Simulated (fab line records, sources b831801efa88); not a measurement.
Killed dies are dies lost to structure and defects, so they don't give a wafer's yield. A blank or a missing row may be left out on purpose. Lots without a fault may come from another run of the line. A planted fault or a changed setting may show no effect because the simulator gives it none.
Which tool did it? | flow gf180mcu | 14 lots, 42 wafers sampled, at 5 steps of a route of 602

WHAT THE GAUGES READ, wafer by wafer
GF_STI_THK_MEAS_04.
lot  | measured    | on            | STI_CVD_03_THK (nm)
L410 | day 1 19:33 | film_metro-02 | 208.8 209.7 209.0
L411 | day 1 23:34 | film_metro-03 | 201.9 205.2 204.1
L412 | day 2 04:34 | film_metro-02 | 208.0 206.7 208.0
L413 | day 2 09:37 | film_metro-02 | 208.5 207.0 207.8
L420 | day 3 20:47 | film_metro-04 | 208.6 208.0 207.6
L421 | day 4 02:35 | film_metro-04 | 207.6 207.5 207.7
L422 | day 4 07:58 | film_metro-02 | 208.2 208.6 206.4
L423 | day 4 11:52 | film_metro-02 | 207.0 207.7 209.1
L424 | day 4 16:34 | film_metro-04 | 206.3 204.0 205.0
L425 | day 4 21:34 | film_metro-02 | 205.6 206.4 206.6
L426 | day 5 02:56 | film_metro-02 | 205.6 205.9 206.0
L427 | day 5 07:34 | film_metro-03 | 208.4 208.3 209.6
L429 | day 5 18:51 | film_metro-02 | 206.6 209.1 209.8
L432 | day 6 09:11 | film_metro-04 | 207.6 205.8 205.9

GF_STI_CD_MEAS_12: target cd 220 nm.
lot  | measured    | on        | cd_nm (nm)
L410 | day 2 06:56 | cd_sem-02 | 218.4 219.9 218.4
L411 | day 2 11:43 | cd_sem-01 | 222.5 220.9 221.3
L412 | day 2 16:38 | cd_sem-01 | 220.2 221.4 220.1
L413 | day 2 21:26 | cd_sem-02 | 219.8 219.6 219.3
L420 | day 4 09:44 | cd_sem-01 | 220.6 219.9 220.8
L421 | day 4 15:47 | cd_sem-02 | 220.0 220.6 221.1
L422 | day 4 21:39 | cd_sem-01 | 219.5 218.0 218.4
L423 | day 5 01:40 | cd_sem-01 | 220.6 221.4 221.1
L424 | day 5 06:17 | cd_sem-01 | 219.9 220.5 220.5
L425 | day 5 11:05 | cd_sem-02 | 219.7 219.1 219.1
L426 | day 5 17:08 | cd_sem-01 | 218.5 219.6 219.1
L427 | day 5 21:09 | cd_sem-02 | 218.6 218.7 218.3
L429 | day 6 09:17 | cd_sem-01 | 221.0 221.1 220.4
L432 | day 6 23:56 | cd_sem-02 | 220.9 221.4 220.6

GF_DNWELL_TW_MEAS_09.
lot  | measured    | on            | DNWELL_TW
L410 | day 3 00:08 | film_metro-02 | 1352 1337 1345
L411 | day 3 04:30 | film_metro-01 | 1352 1356 1356
L412 | day 3 11:12 | film_metro-04 | 1369 1362 1367
L413 | day 3 16:05 | film_metro-02 | 1354 1358 1351
L420 | day 5 04:29 | film_metro-02 | 1217 1227 1228
L421 | day 5 10:35 | film_metro-01 | 1225 1221 1213
L422 | day 5 16:22 | film_metro-02 | 1361 1361 1351
L423 | day 5 20:18 | film_metro-01 | 1360 1353 1357
L424 | day 6 02:23 | film_metro-02 | 1352 1363 1358
L425 | day 6 06:09 | film_metro-01 | 1341 1346 1354
L426 | day 6 13:56 | film_metro-01 | 1355 1346 1348
L427 | day 6 18:14 | film_metro-04 | 1371 1371 1373
L429 | day 7 05:33 | film_metro-02 | 1339 1346 1348
L432 | day 7 20:44 | film_metro-01 | 1343 1344 1341

GF_VT_IMPLANT_OVL_MEAS_07.
lot  | measured     | on         | VT_IMPLANT_OVL (nm)
L410 | day 5 20:12  | overlay-02 | 0.1 0.0 -0.6
L411 | day 6 02:51  | overlay-02 | -1.1 -1.7 0.9
L412 | day 6 09:56  | overlay-02 | 0.6 0.1 -0.2
L413 | day 6 14:48  | overlay-01 | -0.2 -1.9 -1.6
L420 | day 8 10:14  | overlay-02 | 0.0 -0.2 1.1
L421 | day 8 17:38  | overlay-02 | -1.2 -2.4 1.0
L422 | day 9 00:34  | overlay-01 | -2.2 -2.3 -2.4
L423 | day 9 04:59  | overlay-02 | -0.7 0.9 -0.2
L424 | day 9 11:29  | overlay-01 | 1.4 0.2 1.3
L425 | day 9 15:08  | overlay-02 | 0.6 -1.0 -0.5
L426 | day 10 02:32 | overlay-01 | -1.8 -1.8 -0.9
L427 | day 10 07:08 | overlay-02 | -0.1 1.4 0.7
L429 | day 10 19:11 | overlay-01 | -2.8 0.2 -1.8
L432 | day 11 12:44 | overlay-01 | -0.6 -3.4 -0.2

WHICH TOOL RAN EACH LOT (tool, then ch and the chambers of the sampled wafers, then the start)
lot  | GF_DNWELL_IMPLANT_07
L410 | implanter-04 ch 0, day 2 23:53
L411 | implanter-01 ch 0, day 3 04:16
L412 | implanter-01 ch 0, day 3 10:57
L413 | implanter-01 ch 0, day 3 15:50
L420 | implanter-04 ch 0, day 5 04:14
L421 | implanter-04 ch 0, day 5 10:20
L422 | implanter-01 ch 0, day 5 16:10
L423 | implanter-01 ch 0, day 5 20:04
L424 | implanter-01 ch 0, day 6 02:08
L425 | implanter-01 ch 0, day 6 05:54
L426 | implanter-01 ch 0, day 6 13:41
L427 | implanter-01 ch 0, day 6 17:59
L429 | implanter-03 ch 0, day 7 05:18
L432 | implanter-03 ch 0, day 7 20:29
- GF_DNWELL_IMPLANT_07

WHAT THE TOOLS THEMSELVES READ (means of the sampled wafers that have a number; where no wafer has one, the mark that the record gives instead)
GF_DNWELL_IMPLANT_07.
lot  | tool         | dose_ions_cm2 | faraday_current_uA
L410 | implanter-04 | 1.000e+13     | 57.7
L411 | implanter-01 | 1.000e+13     | 56.6
L412 | implanter-01 | 1.000e+13     | 55.7
L413 | implanter-01 | 9.999e+12     | 55.3
L420 | implanter-04 | 7.316e+12     | 40.6
L421 | implanter-04 | 7.298e+12     | 41.5
L422 | implanter-01 | 9.990e+12     | 56.8
L423 | implanter-01 | 9.990e+12     | 56.6
L424 | implanter-01 | 9.991e+12     | 56.8
L425 | implanter-01 | 1.000e+13     | 55.5
L426 | implanter-01 | 9.999e+12     | 56.3
L427 | implanter-01 | 9.998e+12     | 56.7
L429 | implanter-03 | 9.985e+12     | 55.8
L432 | implanter-03 | 1.000e+13     | 55.9

THE ANSWER, worked out from the rows above alone
Rule: what is usual is taken from the lots themselves. Put in order of their means at a reading, lots are off if they are a third of the lots or fewer, leave a main group of 4 or more, and stand apart from it by a gap of 3 or more times the standard deviation of the main group's means; of several such gaps the widest counts. A main group whose means are all the same, to the digits that the tables above print for the reading, isn't used. A lot without any number at a reading at which 4 lots or more have one is off too. The other lots that the step has rows for count as sound. The gauges are gone through in route order, then the tools' own readings, and for those a lot's mean is taken as printed above. The first step at which some lot is off is used, and at that step the reading that is off furthest; a lot without a number counts as furthest.
Off: L420, L421, at GF_DNWELL_TW_MEAS_09 (DNWELL_TW). The main group: mean 1354, standard deviation 8.5.
A tool fits if, at a process step before that reading, it ran every lot that is off, and no sound lot after the first of them. The gauges at GF_DNWELL_TW_MEAS_09 aren't tried: what is off there is off at GF_DNWELL_IMPLANT_07 too, on other tools, and a gauge's error can't cause that. One fits: implanter-04 at GF_DNWELL_IMPLANT_07. Its last sound lot is L410 (day 2 23:53), its first lot that is off L420 (day 5 04:14): a fault that began between those two fits.
The tool's own readings at GF_DNWELL_IMPLANT_07 bear it out: on the lots that are off they differ by more than 5 times the standard deviation of the sound lots' means. dose_ions_cm2 reads 7.307e+12 there against 9.996e+12 on the sound lots; faraday_current_uA reads 41.0 there against 56.3 on the sound lots.

WHAT THE SIMULATOR HAD PUT IN
Process parameter drift: implanter-04, from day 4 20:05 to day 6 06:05, at GF_DNWELL_IMPLANT_07. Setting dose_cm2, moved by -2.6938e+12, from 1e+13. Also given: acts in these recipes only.
Lots struck among those shown: L420, L421. The rule above found the same.
